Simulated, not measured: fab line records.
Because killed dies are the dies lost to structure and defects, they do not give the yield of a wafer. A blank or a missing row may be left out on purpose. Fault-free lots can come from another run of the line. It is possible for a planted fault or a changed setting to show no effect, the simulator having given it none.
The tool behind it: which one? | flow gf180mcu | 39 wafers from 13 lots sampled at 2 of the route's 602 steps

## WHAT THE GAUGES READ, wafer by wafer
GF_V1_CD_MEAS_14: target cd 260 nm. Usual: 259.8 nm for cd_nm, sd 1.
lot  | measured     | on        | cd_nm (nm)        | flag
L321 | day 18 03:47 | cd_sem-01 | 260.4 260.0 258.1 |
L322 | day 18 08:26 | cd_sem-01 | 260.0 260.1 259.4 |
L323 | day 19 02:55 | cd_sem-01 | 259.5 258.9 258.6 |
L325 | day 20 00:32 | cd_sem-01 | 258.8 258.0 259.1 |
L324 | day 20 01:53 | cd_sem-02 | 260.6 259.6 260.5 |
L327 | day 20 18:57 | cd_sem-01 | 260.3 259.8 259.8 |
L328 | day 21 18:48 | cd_sem-01 | 259.8 259.9 259.8 |
L329 | day 22 03:55 | cd_sem-02 | 260.9 261.1 261.3 |
L330 | day 22 14:19 | cd_sem-02 | 260.2 260.3 259.4 |
L331 | day 22 15:33 | cd_sem-02 | 259.6 259.7 260.4 |
L332 | day 23 03:11 | cd_sem-02 | 258.1 258.3 257.8 |
L337 | day 24 10:04 | cd_sem-02 | 259.1 261.1 258.8 |
L343 | day 25 21:27 | cd_sem-02 | 259.3 260.1 258.7 |

## WHAT TOOL EACH LOT RAN ON (gives the tool, then ch and the chambers of the sampled wafers, and finally the start)
lot  | GF_CONTACT_SPUTTER_22
L321 | pvd_sputter-04, day 16 02:59
L322 | pvd_sputter-03, day 16 08:04
L323 | pvd_sputter-04, day 17 00:52
L325 | pvd_sputter-04, day 17 21:14
L324 | pvd_sputter-04, day 17 22:23
L327 | pvd_sputter-04, day 18 15:26
L328 | pvd_sputter-04, day 19 15:02
L329 | pvd_sputter-03, day 20 01:22
L330 | pvd_sputter-03, day 20 11:58
L331 | pvd_sputter-04, day 20 12:16
L332 | pvd_sputter-02, day 21 00:52
L337 | pvd_sputter-04, day 22 11:31
L343 | pvd_sputter-03, day 24 00:55
- GF_CONTACT_SPUTTER_22: material Ti, target thk 15 nm, time 80.02 s.

## AS READ BY THE TOOLS THEMSELVES (means over the sampled wafers that have a number; for cases with no such wafer, the mark the record gives instead)
GF_CONTACT_SPUTTER_22. Usual: chamber_pressure_pa 4.999 Pa, standard deviation 0.011; throttle_valve_pct 30.6 %, standard deviation 0.92.
lot  | tool           | chamber_pressure_pa (Pa) | throttle_valve_pct (%) | flag
L321 | pvd_sputter-04 | 5.004                    | 30.7                   |
L322 | pvd_sputter-03 | 4.998                    | 30.4                   |
L323 | pvd_sputter-04 | 5.009                    | 30.5                   |
L325 | pvd_sputter-04 | 5.009                    | 30.9                   |
L324 | pvd_sputter-04 | 5.011                    | 30.8                   |
L327 | pvd_sputter-04 | 5.002                    | 30.9                   |
L328 | pvd_sputter-04 | 5.009                    | 30.8                   |
L329 | pvd_sputter-03 | 4.995                    | 30.2                   |
L330 | pvd_sputter-03 | 4.994                    | 31.1                   |
L331 | pvd_sputter-04 | 5.004                    | 30.9                   |
L332 | pvd_sputter-02 | 4.990                    | 30.5                   |
L337 | pvd_sputter-04 | 5.324                    | 29.4                   | OFF
L343 | pvd_sputter-03 | 5.001                    | 29.6                   |

## THE ANSWER, worked out from the rows above alone
Rule: a lot is off if the mean of its wafers that have a number lies more than 3 standard deviations from the usual mean. A lot without any number at a reading at which 4 lots or more have one is off too. All remaining lots with rows at the step are treated as sound. First the gauges in route order, then the tools' own readings, where a lot's mean is used as printed above. The first step at which some lot is off is used, and at that step the reading that is off furthest; a lot without a number counts as furthest.
Off: L337, at GF_CONTACT_SPUTTER_22 (chamber_pressure_pa).
If a tool, at that step or one of the process steps before it, ran each lot that is off and ran no sound lot following the first of them, it fits. One fits: GF_CONTACT_SPUTTER_22 on pvd_sputter-04. Its last sound lot is L331 (day 20 12:16), its first lot that is off L337 (day 22 11:31): a fault that began between those two fits.
On the lots that are off, the tool's own readings at GF_CONTACT_SPUTTER_22 differ by more than 5 times the standard deviation of the sound lots' means, which bears it out; chamber_pressure_pa reads 5.324 Pa there versus 5.002 Pa on the sound lots.

## WHAT THE SIMULATOR HAD PUT IN
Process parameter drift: pvd_sputter-04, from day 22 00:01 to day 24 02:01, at GF_CONTACT_SPUTTER_22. Setting chamber_pressure_pa shifted by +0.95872 from 5. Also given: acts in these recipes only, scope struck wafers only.
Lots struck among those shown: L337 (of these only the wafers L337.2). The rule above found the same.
